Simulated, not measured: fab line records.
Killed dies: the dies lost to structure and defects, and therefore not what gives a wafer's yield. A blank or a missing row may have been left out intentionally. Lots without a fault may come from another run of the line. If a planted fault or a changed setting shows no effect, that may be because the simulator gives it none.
fab line records    flow sky130    part 1 of 2: steps 1 to 26 of 37
record: lots: 5  wafers: 15  lastDay: 49
route steps=708 shown CAP2M@617 METAL4@621 VIA4@639
lots untouched by any fault: they come from a run of this same line in which no faults occurred
startH: the number of hours between the record's first day and the start of the first shown wafer of the lot    waitH: how many hours have passed since the lot's step before this one    " unchanged from the row above    L1.1+2: a row that stands for several wafers    - no value, or no start was given    * or withheld: withheld    < > ~ a bound
route shown NAME@n: names a module that has steps shown in the file, with the first one's number in the route    usual: mean/standard deviation of fault-free wafers    same: alike in all rows    chamber/n: place in a boat    sites: readings site by site    _std_site: the standard deviation of these    _edge_site: mean of outer sites minus mean of inner sites    radiusMm: for every site, how far away it sits from the centre of the wafer    mask NAME#n: copy n    behind: tool/chamber where the wafer was last shaped    hold: reason for holding the lot/hours on hold/outcome of the hold    device: transistor that didn't switch, given as n, p or np    end of line: tests of these same wafers at the route's end    a step given without rows: its recipe and nothing more    killed: the dies lost at the first sort to structure and to defects; this is not the yield of the wafer    map: per-die view of a wafer (x killed, . not killed, _ where there is no die)
set.NAME: the setting as run; set.NAME@STEP: as run at that earlier step    model.NAME: the simulator's own value behind a step, which no gauge read
a table for each step, a row for each wafer; lots at some steps of the route
services: from which hour (startH, from the record's first day; less than 0 if before it) a tool's chamber was out of use, for how many hours, and why
== steps ==
step: SKY_CAP2M_STRIP_14
recipe: chemistry: O2/N2  powerW: 1400  pressureMtorr: 1500  platenTempC: withheld  o2FlowSccm: 3000  n2FlowSccm: 300  overashFraction: 0.5
usual: drypumpMotorCurrentA: 6.11/0.29  oesProductAu: 0.710/0.0047  stripTimeToEndpointS: 12.67/0.045
lot.wafer  tool            chamber  startH   waitH  drypumpMotorCurrentA  oesProductAu  rfHoursCounterH  stripTimeToEndpointS
L075.1     plasmaAsher-01  0        956.52   0.1    6.26                  0.714         84               12.74
L075.2     "               1        "        "      6.42                  0.710         84               12.71
L075.6     "               1        "        "      6.37                  0.710         -                12.68
L081.3     plasmaAsher-01  0        992.70   0.1    6.25                  0.718         -                12.69
L081.4     "               1        "        "      6.38                  0.706         -                12.72
L081.5     "               1        "        "      6.39                  0.701         -                12.71
L084.4     plasmaAsher-03  0        1021.00  0.1    5.63                  0.709         -                12.67
L084.5     "               1        "        "      6.31                  0.710         -                12.72
L084.6     "               0        "        "      5.66                  0.703         -                12.69
L091.2     plasmaAsher-03  1        1080.48  0.1    6.34                  0.714         68               12.68
L091.4     "               1        "        "      6.35                  0.710         -                12.66
L091.6     "               1        "        "      6.34                  0.708         -                12.66
L092.4     plasmaAsher-03  0        1083.90  0.1    5.62                  0.713         -                12.64
L092.5     "               1        "        "      6.35                  0.711         -                12.63
L092.6     "               0        "        "      5.63                  0.710         -                12.67
step: SKY_CAP2M_STRIP_15
recipe: chemistry: postEtchResidueRemover  timeS: 1200  tempC: 72.5
lot.wafer   tool         chamber  startH   waitH
L075.1+2+6  wetBench-03  1        956.62   0.1
L081.3+4+5  wetBench-03  2        992.76   0.0
L084.4+5+6  wetBench-01  0        1021.07  0.0
L091.2+4+6  wetBench-04  0        1080.58  0.1
L092.4+5+6  wetBench-04  3        1084.00  0.1
step: SKY_CAP2M_CLEAN_16
recipe: chemistry: IPA  timeS: 180  tempC: 25
lot.wafer   tool         chamber  startH   waitH
L075.1+2+6  wetBench-03  2        956.96   0.0
L081.3+4+5  wetBench-04  3        993.11   0.0
L084.4+5+6  wetBench-04  0        1021.41  0.0
L091.2+4+6  wetBench-01  3        1080.95  0.0
L092.4+5+6  wetBench-04  0        1084.34  0.0
step: SKY_CAP2M_CLEAN_17
recipe: chemistry: O3/DIW  dry: n2Spin
lot.wafer   tool         chamber  startH   waitH
L075.1+2+6  wetBench-03  3        957.02   0.0
L081.3+4+5  wetBench-03  1        993.17   0.0
L084.4+5+6  wetBench-01  1        1021.47  0.0
L091.2+4+6  wetBench-04  1        1081.08  0.0
L092.4+5+6  wetBench-04  2        1084.40  0.0
step: SKY_METAL4_DEHYDRATE_05
recipe: tempC: 200  timeS: 60
usual: exhaustPa: 44.8/0.87
lot.wafer  tool           chamber  startH   waitH  exhaustPa
L075.1     lithoTrack-04  0        967.94   10.8   45.8
L075.2     "              0        "        "      44.1
L075.6     "              0        "        "      44.4
L081.3     lithoTrack-01  0        1004.10  10.8   45.3
L081.4     "              0        "        "      46.0
L081.5     "              0        "        "      45.2
L084.4     lithoTrack-04  0        1031.62  10.0   45.1
L084.5     "              0        "        "      45.3
L084.6     "              0        "        "      43.6
L091.2     lithoTrack-01  0        1090.68  9.5    43.3
L091.4     "              0        "        "      43.8
L091.6     "              0        "        "      42.9
L092.4     lithoTrack-01  0        1094.23  9.7    43.8
L092.5     "              0        "        "      43.1
L092.6     "              0        "        "      44.0
step: SKY_METAL4_HMDS_06
recipe: primeTimeS: 60  primeTempC: 120
usual: exhaustPa: 45.0/0.96
lot.wafer  tool           chamber  startH   waitH  exhaustPa
L075.1     lithoTrack-04  0        968.09   0.1    43.7
L075.2     "              0        "        "      44.3
L075.6     "              0        "        "      42.4
L081.3     lithoTrack-01  0        1004.25  0.1    44.9
L081.4     "              0        "        "      45.1
L081.5     "              0        "        "      45.3
L084.4     lithoTrack-04  0        1031.77  0.1    44.5
L084.5     "              0        "        "      44.5
L084.6     "              0        "        "      44.7
L091.2     lithoTrack-01  0        1090.83  0.1    46.6
L091.4     "              0        "        "      45.6
L091.6     "              0        "        "      45.3
L092.4     lithoTrack-01  0        1094.38  0.1    45.2
L092.5     "              0        "        "      44.4
L092.6     "              0        "        "      44.6
step: SKY_METAL4_COAT_07
recipe: resist: BARC  tempC: withheld  timeS: withheld  spinRpm: 3000  resistThkNm: 60
usual: exhaustPa: 45.0/1  spinSpeedRpm: 3000.2/1.9
lot.wafer  tool           chamber  startH   waitH  exhaustPa  spinSpeedRpm
L075.1     lithoTrack-04  0        968.24   0.1    46.1       2999.0
L075.2     "              0        "        "      44.7       3001.0
L075.6     "              0        "        "      45.9       3002.7
L081.3     lithoTrack-01  0        1004.40  0.1    45.4       2998.2
L081.4     "              0        "        "      45.9       2999.3
L081.5     "              0        "        "      46.7       2997.8
L084.4     lithoTrack-04  0        1031.92  0.1    45.3       2999.6
L084.5     "              0        "        "      45.1       2997.4
L084.6     "              0        "        "      45.1       3000.5
L091.2     lithoTrack-01  0        1090.98  0.1    45.8       3004.2
L091.4     "              0        "        "      45.0       3000.2
L091.6     "              0        "        "      44.6       3002.0
L092.4     lithoTrack-01  0        1094.53  0.1    43.9       2995.9
L092.5     "              0        "        "      45.8       2998.2
L092.6     "              0        "        "      43.5       2999.3
step: SKY_METAL4_COAT_08
recipe: resist: KrF-thick  spinRpm: 3000  resistThkNm: 1140
usual: exhaustPa: 44.9/0.88  spinSpeedRpm: 3000.1/1.8
lot.wafer  tool           chamber  startH  waitH  exhaustPa  spinSpeedRpm
L075.1     lithoTrack-04  0        -       -      45.5       3001.1
L075.2     "              0        "       "      44.2       3002.3
L075.6     "              0        "       "      44.5       2995.8
L081.3     lithoTrack-01  0        -       -      45.6       3000.9
L081.4     "              0        "       "      45.4       2997.4
L081.5     "              0        "       "      47.0       3001.4
L084.4     lithoTrack-04  0        -       -      43.8       2997.6
L084.5     "              0        "       "      43.3       2998.8
L084.6     "              0        "       "      43.3       2999.8
L091.2     lithoTrack-01  0        -       -      45.1       2997.2
L091.4     "              0        "       "      45.4       2997.5
L091.6     "              0        "       "      45.8       2998.4
L092.4     lithoTrack-01  0        -       -      44.9       3001.1
L092.5     "              0        "       "      45.2       2999.9
L092.6     "              0        "       "      46.0       3000.3
step: SKY_METAL4_SOFTBAKE_09
recipe: tempC: 100  timeS: 90  resist: KrF-thick
usual: exhaustPa: 44.8/0.77
lot.wafer  tool           chamber  startH  waitH  exhaustPa
L075.1     lithoTrack-04  0        -       -      43.3
L075.2     "              0        "       "      46.0
L075.6     "              0        "       "      45.0
L081.3     lithoTrack-01  0        -       -      46.8
L081.4     "              0        "       "      44.6
L081.5     "              0        "       "      45.4
L084.4     lithoTrack-04  0        -       -      44.1
L084.5     "              0        "       "      43.6
L084.6     "              0        "       "      45.8
L091.2     lithoTrack-01  0        -       -      45.4
L091.4     "              0        "       "      45.5
L091.6     "              0        "       "      45.7
L092.4     lithoTrack-01  0        -       -      44.3
L092.5     "              0        "       "      44.8
L092.6     "              0        "       "      44.7
step: SKY_METAL4_EXPOSE_10
recipe: maskId: MM4  na: 0.68  sourceShape: annular  sigmaInner: 0.4  sigmaOuter: 0.8  targetCdNm: 300  doseMj: 28
lot.wafer   tool           chamber  startH  waitH  mask
L075.1+2+6  krfScanner-01  0        -       -      MM4#0
L081.3+4+5  krfScanner-01  0        -       -      MM4#0
L084.4+5+6  krfScanner-01  0        -       -      MM4#0
L091.2+4+6  krfScanner-01  0        -       -      MM4#0
L092.4+5+6  krfScanner-02  0        -       -      MM4#0
step: SKY_METAL4_PEB_11
recipe: pebTempC: withheld  pebTimeS: withheld  resist: KrF-thick
usual: exhaustPa: 44.9/0.85
lot.wafer  tool           chamber  startH  waitH  exhaustPa
L075.1     lithoTrack-01  0        -       -      45.6
L075.2     "              0        "       "      46.7
L075.6     "              0        "       "      45.1
L081.3     lithoTrack-01  0        -       -      44.3
L081.4     "              0        "       "      45.4
L081.5     "              0        "       "      45.7
L084.4     lithoTrack-03  0        -       -      44.4
L084.5     "              0        "       "      44.3
L084.6     "              0        "       "      45.1
L091.2     lithoTrack-01  0        -       -      44.3
L091.4     "              0        "       "      45.4
L091.6     "              0        "       "      43.9
L092.4     lithoTrack-04  0        -       -      45.7
L092.5     "              0        "       "      45.8
L092.6     "              0        "       "      44.4
step: SKY_METAL4_DEVELOP_12
recipe: developTimeS: 60  resist: KrF-thick  devTempC: 21
usual: exhaustPa: 45.2/0.93
lot.wafer  tool           chamber  startH  waitH  exhaustPa
L075.1     lithoTrack-01  0        -       -      47.3
L075.2     "              0        "       "      46.1
L075.6     "              0        "       "      46.5
L081.3     lithoTrack-01  0        -       -      45.0
L081.4     "              0        "       "      45.0
L081.5     "              0        "       "      44.9
L084.4     lithoTrack-03  0        -       -      45.6
L084.5     "              0        "       "      44.8
L084.6     "              0        "       "      44.3
L091.2     lithoTrack-01  0        -       -      43.9
L091.4     "              0        "       "      44.9
L091.6     "              0        "       "      43.3
L092.4     lithoTrack-04  0        -       -      45.5
L092.5     "              0        "       "      45.3
L092.6     "              0        "       "      44.2
step: SKY_METAL4_CD_MEAS_13
recipe: targetCdNm: 300
usual: cdNm: 299.7/1.4
lot.wafer  tool      chamber  startH   waitH  cdNm
L075.1     cdSem-01  -        981.15   -      298.6
L075.2     "         -        "        "      298.3
L075.6     "         -        "        "      300.4
L081.3     cdSem-01  -        1016.04  -      296.4
L081.4     "         -        "        "      297.6
L081.5     "         -        "        "      299.0
L084.4     cdSem-02  -        1043.29  -      301.3
L084.5     "         -        "        "      301.2
L084.6     "         -        "        "      302.7
L091.2     cdSem-01  -        1101.72  -      301.4
L091.4     "         -        "        "      300.8
L091.6     "         -        "        "      299.5
L092.4     cdSem-02  -        1104.75  -      296.6
L092.5     "         -        "        "      296.8
L092.6     "         -        "        "      296.4
step: SKY_METAL4_OVL_MEAS_14
usual: METAL4_OVL: -2/5.4
lot.wafer  tool        chamber  startH   waitH  METAL4_OVL[nm]
L075.1     overlay-02  -        981.27   0.1    2
L075.2     "           -        "        "      -4
L075.6     "           -        "        "      -7
L081.3     overlay-01  -        1016.13  0.1    -7
L081.4     "           -        "        "      -1
L081.5     "           -        "        "      -6
L084.4     overlay-01  -        1043.36  0.1    7
L084.5     "           -        "        "      -4
L084.6     "           -        "        "      9
L091.2     overlay-01  -        1101.83  0.1    8
L091.4     "           -        "        "      0
L091.6     "           -        "        "      2
L092.4     overlay-01  -        1104.83  0.1    6
L092.5     "           -        "        "      -2
L092.6     "           -        "        "      1
step: SKY_METAL4_DESCUM_15
recipe: chemistry: O2  sourcePowerW: 150  biasPowerW: 0  pressureMtorr: 10  tempC: 40  timeS: 8
usual: drypumpMotorCurrentA: 6.07/0.25  oesProductAu: 0.992/0.01
lot.wafer  tool         chamber  startH   waitH  drypumpMotorCurrentA  oesProductAu  rfHoursCounterH
L075.1     rieMetal-04  1        981.31   0.0    6.32                  0.987         10
L075.2     "            0        "        "      6.08                  0.990         13
L075.6     "            1        "        "      6.36                  0.975         -
L081.3     rieMetal-03  1        1016.18  0.0    6.18                  0.983         -
L081.4     "            1        "        "      6.21                  0.991         -
L081.5     "            1        "        "      6.17                  0.991         -
L084.4     rieMetal-04  1        1043.39  0.0    6.34                  0.989         -
L084.5     "            0        "        "      6.09                  0.985         -
L084.6     "            1        "        "      6.33                  0.992         -
L091.2     rieMetal-01  0        1101.86  0.0    5.53                  0.999         22
L091.4     "            0        "        "      5.51                  0.999         -
L091.6     "            0        "        "      5.53                  0.998         -
L092.4     rieMetal-04  1        1104.86  0.0    6.33                  0.967         -
L092.5     "            1        "        "      6.32                  0.976         -
L092.6     "            0        "        "      6.10                  0.985         -
step: SKY_METAL4_ETCH_16
recipe: chemistry: N2/H2  target: BARC  ionEnergyEv: 200  biasW: 100  pressureMtorr: 30  n2FlowSccm: 100  h2FlowSccm: 200  icpW: 500  stopOn: SiO2  timeS: 88.2  targetDepthA: 600
usual: drypumpMotorCurrentA: 6.08/0.26  oesProductAu: 0.625/0.0046  throttleValvePct: 13.205/0.0096
lot.wafer  tool         chamber  startH   waitH  drypumpMotorCurrentA  oesProductAu  rfHoursCounterH  throttleValvePct
L075.1     rieMetal-04  1        981.34   0.0    6.33                  0.619         10               13.207
L075.2     "            0        "        "      6.09                  0.625         13               13.207
L075.6     "            1        "        "      6.31                  0.631         -                13.212
L081.3     rieMetal-03  1        1016.29  0.1    6.21                  0.625         -                13.208
L081.4     "            1        "        "      6.19                  0.615         -                13.213
L081.5     "            1        "        "      6.19                  0.619         -                13.203
L084.4     rieMetal-04  1        1043.45  0.0    6.36                  0.618         -                13.206
L084.5     "            0        "        "      6.10                  0.626         -                13.217
L084.6     "            1        "        "      6.36                  0.621         -                13.208
L091.2     rieMetal-01  0        1101.89  0.0    5.53                  0.628         22               13.206
L091.4     "            0        "        "      5.54                  0.628         -                13.219
L091.6     "            0        "        "      5.53                  0.626         -                13.218
L092.4     rieMetal-04  1        1104.91  0.0    6.33                  0.626         -                13.207
L092.5     "            1        "        "      6.33                  0.628         -                13.218
L092.6     "            0        "        "      6.08                  0.630         -                13.225
step: SKY_METAL4_ETCH_17
recipe: target: SiO2  stopOn: TiN  chemistry: C4F8/O2/Ar  sourceW: 1500  biasW: 1200  pressureMtorr: 40  c4f8FlowSccm: withheld  O2_flow_sccm: 6  Ar_flow_sccm: 300  timeS: 3.9  targetDepthA: 150
usual: oesProductAu: 0.752/0.0076
lot.wafer  tool        chamber  startH   waitH  oesProductAu  rfHoursCounterH
L075.1     rieDiel-04  3        981.44   0.1    0.754         9
L075.2     "           2        "        "      0.763         14
L075.6     "           2        "        "      0.760         -
L081.3     rieDiel-03  1        1016.42  0.1    0.756         18
L081.4     "           0        "        "      0.760         18
L081.5     "           3        "        "      0.756         -
L084.4     rieDiel-03  0        1043.51  0.0    0.758         19
L084.5     "           0        "        "      0.763         -
L084.6     "           1        "        "      0.759         -
L091.2     rieDiel-02  2        1101.99  0.1    0.743         9
L091.4     "           0        "        "      0.755         17
L091.6     "           0        "        "      0.759         -
L092.4     rieDiel-04  1        1104.98  0.0    0.757         30
L092.5     "           1        "        "      0.742         -
L092.6     "           2        "        "      0.767         -
step: SKY_METAL4_METAL_ETCH_18
recipe: targetDepthA: 8450  stopOn: SiO2  overEtchFrac: 0.3  timeS: 183.1  chemistry: Cl2/BCl3  resistSidewallDeg: 88  pressureMtorr: 10  icpW: 900  biasW: 48.5  Cl2_flow_sccm: 60  bcl3FlowSccm: 30
usual: drypumpMotorCurrentA: 6.01/0.29  oesProductAu: 0.864/0.0074  throttleValvePct: 22.264/0.009
lot.wafer  tool         chamber  startH   waitH  drypumpMotorCurrentA  oesProductAu  rfHoursCounterH  throttleValvePct
L075.1     rieMetal-01  0        981.46   0.0    5.53                  0.868         15               22.262
L075.2     "            1        "        "      6.20                  0.860         3                22.256
L075.6     "            1        "        "      6.22                  0.859         -                22.290
L081.3     rieMetal-01  0        1016.50  0.1    5.53                  0.861         -                22.259
L081.4     "            1        "        "      6.25                  0.866         -                22.261
L081.5     "            1        "        "      6.25                  0.867         -                22.261
L084.4     rieMetal-01  0        1043.59  0.1    5.55                  0.854         -                22.253
L084.5     "            0        "        "      5.54                  0.864         -                22.256
L084.6     "            1        "        "      6.24                  0.848         -                22.271
L091.2     rieMetal-03  1        1102.01  0.0    6.18                  0.862         18               22.256
L091.4     "            0        "        "      5.75                  0.860         -                22.266
L091.6     "            1        "        "      6.18                  0.863         -                22.272
L092.4     rieMetal-03  0        1105.06  0.1    5.73                  0.879         -                22.263
L092.5     "            0        "        "      5.75                  0.861         -                22.279
L092.6     "            1        "        "      6.19                  0.870         -                22.269
step: SKY_METAL4_STRIP_19
recipe: chemistry: O2/N2  powerW: 1400  pressureMtorr: 1500  platenTempC: withheld  o2FlowSccm: 3000  n2FlowSccm: 300  overashFraction: 0.5
usual: drypumpMotorCurrentA: 6.1/0.53  oesProductAu: 0.505/0.0056  stripTimeToEndpointS: 6.60/0.087
lot.wafer  tool            chamber  startH   waitH  drypumpMotorCurrentA  oesProductAu  rfHoursCounterH  stripTimeToEndpointS
L075.1     plasmaAsher-01  0        981.63   0.1    6.3                   0.515         87               6.57
L075.2     "               1        "        "      6.4                   0.499         87               6.54
L075.6     "               0        "        "      6.3                   0.505         -                6.56
L081.3     plasmaAsher-04  0        1016.65  0.1    5.2                   0.501         -                6.62
L081.4     "               1        "        "      6.7                   0.499         -                6.58
L081.5     "               0        "        "      5.2                   0.500         -                6.56
L084.4     plasmaAsher-01  0        1043.74  0.1    6.3                   0.512         -                6.64
L084.5     "               0        "        "      6.2                   0.509         -                6.67
L084.6     "               1        "        "      6.4                   0.508         -                6.72
L091.2     plasmaAsher-04  0        1102.18  0.1    5.2                   0.495         36               6.51
L091.4     "               1        "        "      6.7                   0.499         -                6.45
L091.6     "               0        "        "      5.2                   0.500         -                6.50
L092.4     plasmaAsher-04  1        1105.21  0.1    6.8                   0.512         -                6.52
L092.5     "               0        "        "      5.2                   0.501         -                6.54
L092.6     "               1        "        "      6.7                   0.504         -                6.56
step: SKY_METAL4_STRIP_20
recipe: chemistry: postEtchResidueRemover  timeS: 1200  tempC: 72.5
lot.wafer   tool         chamber  startH   waitH
L075.1+2+6  wetBench-04  3        981.73   0.1
L081.3+4+5  wetBench-01  0        1016.71  0.0
L084.4+5+6  wetBench-01  1        1043.81  0.0
L091.2+4+6  wetBench-02  0        1102.28  0.1
L092.4+5+6  wetBench-02  0        1105.27  0.0
step: SKY_METAL4_CLEAN_21
recipe: chemistry: IPA  timeS: 180  tempC: 25
lot.wafer   tool         chamber  startH   waitH
L075.1+2+6  wetBench-01  2        982.09   0.0
L081.3+4+5  wetBench-04  2        1017.06  0.0
L084.4+5+6  wetBench-04  2        1044.15  0.0
L091.2+4+6  wetBench-01  3        1102.63  0.0
L092.4+5+6  wetBench-01  3        1105.85  0.2
step: SKY_METAL4_CLEAN_22
recipe: chemistry: O3/DIW  dry: n2Spin
lot.wafer   tool         chamber  startH   waitH
L075.1+2+6  wetBench-04  0        982.16   0.0
L081.3+4+5  wetBench-01  2        1017.12  0.0
L084.4+5+6  wetBench-01  1        1044.21  0.0
L091.2+4+6  wetBench-04  3        1102.69  0.0
L092.4+5+6  wetBench-04  3        1105.95  0.0
step: SKY_VIA4_HDPCVD_00
recipe: material: SiO2  targetThkNm: 1750  sigmaOpenFrac: 0.3  timeS: 291.7  tempC: 400  sih4FlowSccm: 60  pressureMtorr: 6
lot.wafer   tool       chamber  startH   waitH
L075.1+2+6  hdpcvd-01  2,0,1    982.25   0.0
L081.3+4+5  hdpcvd-02  2,2,0    1017.21  0.0
L084.4+5+6  hdpcvd-01  0,2,1    1044.40  0.1
L091.2+4+6  hdpcvd-01  2,2,0    1102.87  0.0
L092.4+5+6  hdpcvd-02  0,1,2    1106.23  0.1
step: SKY_VIA4_THK_MEAS_01
recipe: reads: SiO2_of_VIA4_HDPCVD_00
usual: VIA4_HDPCVD_THK: 1747/20
lot.wafer  tool          chamber  startH   waitH  VIA4_HDPCVD_THK[nm]
L075.1     filmMetro-04  -        982.43   0.1    1728
L075.2     "             -        "        "      1726
L075.6     "             -        "        "      1712
L081.3     filmMetro-02  -        1017.41  0.1    1764
L081.4     "             -        "        "      1775
L081.5     "             -        "        "      1730
L084.4     filmMetro-04  -        1044.51  0.0    1797
L084.5     "             -        "        "      1760
L084.6     "             -        "        "      1733
L091.2     filmMetro-03  -        1103.06  0.1    1765
L091.4     "             -        "        "      1770
L091.6     "             -        "        "      1795
L092.4     filmMetro-03  -        1106.35  0.0    1732
L092.5     "             -        "        "      1768
L092.6     "             -        "        "      1757
step: SKY_VIA4_CMP_02
recipe: material: SiO2  downForcePsi: 4  platenRpm: 60  padVelocityMS: 0.94248
usual: motorCurrentA: 13.0/1.1  platenRpm: 60.00/0.043
lot.wafer  tool    chamber  startH   waitH  motorCurrentA  platenRpm
L075.1     cmp-02  3        982.60   0.2    11.3           60.01
L075.2     "       1        "        "      12.9           60.00
L075.6     "       2        "        "      11.6           59.97
L081.4     cmp-01  1        1017.50  0.1    13.9           59.93
L081.3     "       2        "        "      13.0           59.95
L081.5     "       1        "        "      14.0           60.00
L084.4     cmp-02  1        1044.59  0.1    12.0           60.04
L084.6     "       0        "        "      14.6           60.09
L084.5     "       1        "        "      12.3           60.05
L091.2     cmp-01  1        1103.16  0.1    13.5           60.02
L091.4     "       3        "        "      11.9           60.05
L091.6     "       1        "        "      13.6           60.00
L092.4     cmp-01  0        1106.43  0.1    14.3           60.05
L092.5     "       3        "        "      11.7           60.05
L092.6     "       0        "        "      14.1           60.02
step: SKY_VIA4_BOW_MEAS_03
recipe: mode: bow
usual: VIA4_BOW: 79/10
lot.wafer  tool          chamber  startH   waitH  VIA4_BOW[um]
L075.1     filmMetro-04  -        982.85   0.2    76
L075.2     "             -        "        "      79
L075.6     "             -        "        "      76
L081.3     filmMetro-02  -        1017.79  0.2    86
L081.4     "             -        "        "      87
L081.5     "             -        "        "      99
L084.4     filmMetro-02  -        1044.90  0.3    86
L084.5     "             -        "        "      81
L084.6     "             -        "        "      97
L091.2     filmMetro-03  -        1103.43  0.2    67
L091.4     "             -        "        "      88
L091.6     "             -        "        "      82
L092.4     filmMetro-03  -        1106.79  0.3    89
L092.5     "             -        "        "      102
L092.6     "             -        "        "      93
